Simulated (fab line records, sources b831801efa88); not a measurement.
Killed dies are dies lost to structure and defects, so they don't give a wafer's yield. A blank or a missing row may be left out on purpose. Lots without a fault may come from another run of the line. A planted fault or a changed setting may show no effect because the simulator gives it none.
A struck lot beside a sound one | flow sfq_line | 40 steps out of a route of 325
Sound: wafers L276.3, L276.5, L276.6. Struck: wafers L270.1, L270.2, L270.4. The cause comes at the end.
At each step with rows: each side's tool, then ch and its chambers, then its first start. Under that, the readings that differ: sound wafers | struck wafers | difference of the means | sigmas: that difference in standard deviations of wafers without a fault.
alike: readings whose means differ by less than 2 such deviations, and words and numbers that are the same on both sides. not compared: withheld readings, readings that some wafer has no value for, bounds like >300 that may hide the same value, and numbers for which the record gives no deviation and whose values overlap.
The two part at a step that has a row with sigmas, a row that says differs or no value, or rows on one side only. Numbers that don't overlap but have no deviation are shown without sigmas and don't part them. A reading that every wafer of one side lacks parts them only if that side has two wafers or more.

SFQ_I1_OVL_MEAS_913:
  sound on overlay-02, day 32 10:00; struck on overlay-01, day 30 01:46
  alike: I1_OVL
then, 6 steps without rows for these wafers: SFQ_TRILAYER_I1_VIA_BARC_OPEN_VIA_ETCH_071 (etches BARC in O2, target depth 125 nm, time 41.7 s); SFQ_TRILAYER_I1_VIA_ETCH_VIA_ETCH_052 (etches SiO2 in CHF3, stops on Nb, target depth 260 nm); SFQ_TRILAYER_I1_VIA_STRIP_STRIP_053 (strips in O2); SFQ_TRILAYER_I1_VIA_STRIP_SOLV_CLEAN_054 (cleans in NMP, time 600 s); SFQ_TRILAYER_M2_DEP_PRE_CLEAN_056 (time 22.5 s); SFQ_TRILAYER_M2_DEP_SPUTTER_055 (material Nb, target thk 200 nm, time 133.3 s).
SFQ_M2_RS_MEAS_914: measures by four-point-probe.
  sound on film_metro-03, day 32 11:07; struck on film_metro-03, day 30 02:50
  alike: M2_NB_RS
then, 3 steps without rows for these wafers: SFQ_TRILAYER_M2_LITHO_COAT_062 (resist thk 62 nm); SFQ_TRILAYER_M2_LITHO_COAT_057 (resist thk 600 nm); SFQ_TRILAYER_M2_LITHO_SOFTBAKE_061.
-- the record jumps here: 6 days lie between the struck wafers' starts before and after --
SFQ_TRILAYER_M2_LITHO_EXPOSE_058: exposes mask M2, target cd 500 nm.
  sound on krf_scanner-01 ch 0, day 38 10:44; struck on krf_scanner-02 ch 0, day 36 10:12
  reading                    | sound             | struck            | difference | sigmas
  model.M2.overlay_x_nm (nm) | 11.73 11.73 11.73 | 165.1 165.1 165.1 | +153.4     |
  alike: mask
then, 2 steps without rows for these wafers: SFQ_TRILAYER_M2_LITHO_PEB_060 (peb time 60 s); SFQ_TRILAYER_M2_LITHO_DEVELOP_059 (time 60 s).
SFQ_M2_OVL_MEAS_916:
  sound on overlay-02, day 38 11:50; struck on overlay-01, day 36 11:55
  reading     | sound  | struck      | difference | sigmas
  M2_OVL (nm) | 4 7 10 | 172 168 160 | +160       | +22
  not compared: hold
then, 1 step without rows for these wafers: SFQ_TRILAYER_M2_ETCH_METAL_ETCH_060 (etches Nb in Cl2/Ar, stops on SiO2, target depth 240 nm, time 120 s).
SFQ_TRILAYER_M2_STRIP_STRIP_061: strips in O2.
  sound on rie_metal-03 ch 0,1, day 38 12:15; struck on rie_metal-04 ch 0,1, day 36 17:19
  reading               | sound             | struck            | difference | sigmas
  oes_product_au (a.u.) | 1.001 0.986 0.991 | 1.021 1.013 1.016 | +0.024     | +2
  alike: drypump_motor_current_A
  not compared: rf_hours_counter_h
then, 2 steps without rows for these wafers: SFQ_TRILAYER_M2_STRIP_SOLV_CLEAN_062 (cleans in NMP, time 600 s); SFQ_TRILAYER_I2_DEP_PECVD_063 (deposits SiO2 from SiH4/N2O, time 111.11 s, target thk 500 nm).
SFQ_TRILAYER_I2_CMP_CMP_064: polishes SiO2.
  sound on cmp-02 ch 1,2,3, day 39 01:36; struck on cmp-02 ch 0,2,3, day 36 21:36
  alike: motor_current_A, retaining_ring_pressure_frac, time_to_endpoint_s
SFQ_I2_BOW_MEAS_917:
  sound on film_metro-04, day 39 03:38; struck on film_metro-01, day 37 00:36
  alike: I2_BOW
then, 7 steps without rows for these wafers: SFQ_TRILAYER_I2_METRO_MEASURE_065; SFQ_TRILAYER_I2_VIA_LITHO_COAT_072 (resist thk 62 nm); SFQ_TRILAYER_I2_VIA_LITHO_COAT_067 (resist thk 650 nm); SFQ_TRILAYER_I2_VIA_LITHO_SOFTBAKE_071; SFQ_TRILAYER_I2_VIA_LITHO_EXPOSE_068 (exposes mask I2, target cd 500 nm); SFQ_TRILAYER_I2_VIA_LITHO_PEB_070 (peb time 60 s); SFQ_TRILAYER_I2_VIA_LITHO_DEVELOP_069 (time 60 s).
-- the record jumps here: 5 days lie between the struck wafers' starts before and after --
SFQ_I2_OVL_MEAS_918:
  sound on overlay-01, day 44 14:46; struck on overlay-02, day 42 08:45
  alike: I2_OVL
SFQ_TRILAYER_I2_VIA_BARC_OPEN_VIA_ETCH_096: etches BARC in O2, target depth 125 nm, time 41.7 s.
  sound on rie_diel-02 ch 0,3, day 44 14:47; struck on rie_diel-02 ch 0,2,3, day 42 08:47
  alike: bias_w, drypump_motor_current_A, oes_product_au, rf_fwd_power_W
  not compared: rf_hours_counter_h
then, 1 step without rows for these wafers: SFQ_TRILAYER_I2_VIA_ETCH_VIA_ETCH_070 (etches SiO2 in CHF3, stops on Nb, target depth 260 nm).
SFQ_TRILAYER_I2_VIA_STRIP_STRIP_071: strips in O2.
  sound on rie_metal-04 ch 0,1, day 44 15:08; struck on rie_metal-03 ch 0,1, day 42 08:56
  alike: drypump_motor_current_A, oes_product_au
  not compared: rf_hours_counter_h
then, 2 steps without rows for these wafers: SFQ_TRILAYER_I2_VIA_STRIP_SOLV_CLEAN_072 (cleans in NMP, time 600 s); SFQ_TRILAYER_M3_DEP_PRE_CLEAN_074 (time 22.5 s).
SFQ_TRILAYER_M3_DEP_SPUTTER_073: material Nb, target thk 200 nm, time 133.3 s.
  sound on pvd_sputter-03, day 44 15:44; struck on pvd_sputter-06, day 42 09:44
  alike: resputter_cathode_voltage_v, throttle_valve_pct
SFQ_M3_RS_MEAS_919: measures by four-point-probe.
  sound on film_metro-03, day 44 15:52; struck on film_metro-01, day 42 09:50
  alike: M3_NB_RS
then, 3 steps without rows for these wafers: SFQ_TRILAYER_M3_LITHO_COAT_080 (resist thk 62 nm); SFQ_TRILAYER_M3_LITHO_COAT_075 (resist thk 600 nm); SFQ_TRILAYER_M3_LITHO_SOFTBAKE_079.
-- the record jumps here: 42 days lie between the struck wafers' starts before and after --
SFQ_M8_BOW_MEAS_951:
  sound on film_metro-01, day 88 06:04; struck on film_metro-02, day 84 15:13
  reading                 | sound             | struck            | difference | sigmas
  model.etest.i1.link_ohm | 1.939 1.946 1.966 | 2.064 2.042 2.056 | +0.104     |
  alike: M8_BOW

WHERE THEY PART
First at SFQ_M2_OVL_MEAS_916; last, within this record, at SFQ_TRILAYER_M2_STRIP_STRIP_061. Later steps at which nothing parts them and some readings are alike: SFQ_TRILAYER_I2_CMP_CMP_064, SFQ_I2_BOW_MEAS_917, SFQ_I2_OVL_MEAS_918, SFQ_TRILAYER_I2_VIA_BARC_OPEN_VIA_ETCH_096, SFQ_TRILAYER_I2_VIA_STRIP_STRIP_071, SFQ_TRILAYER_M3_DEP_SPUTTER_073, SFQ_M3_RS_MEAS_919, SFQ_M8_BOW_MEAS_951.

WHY: what the simulator had put in
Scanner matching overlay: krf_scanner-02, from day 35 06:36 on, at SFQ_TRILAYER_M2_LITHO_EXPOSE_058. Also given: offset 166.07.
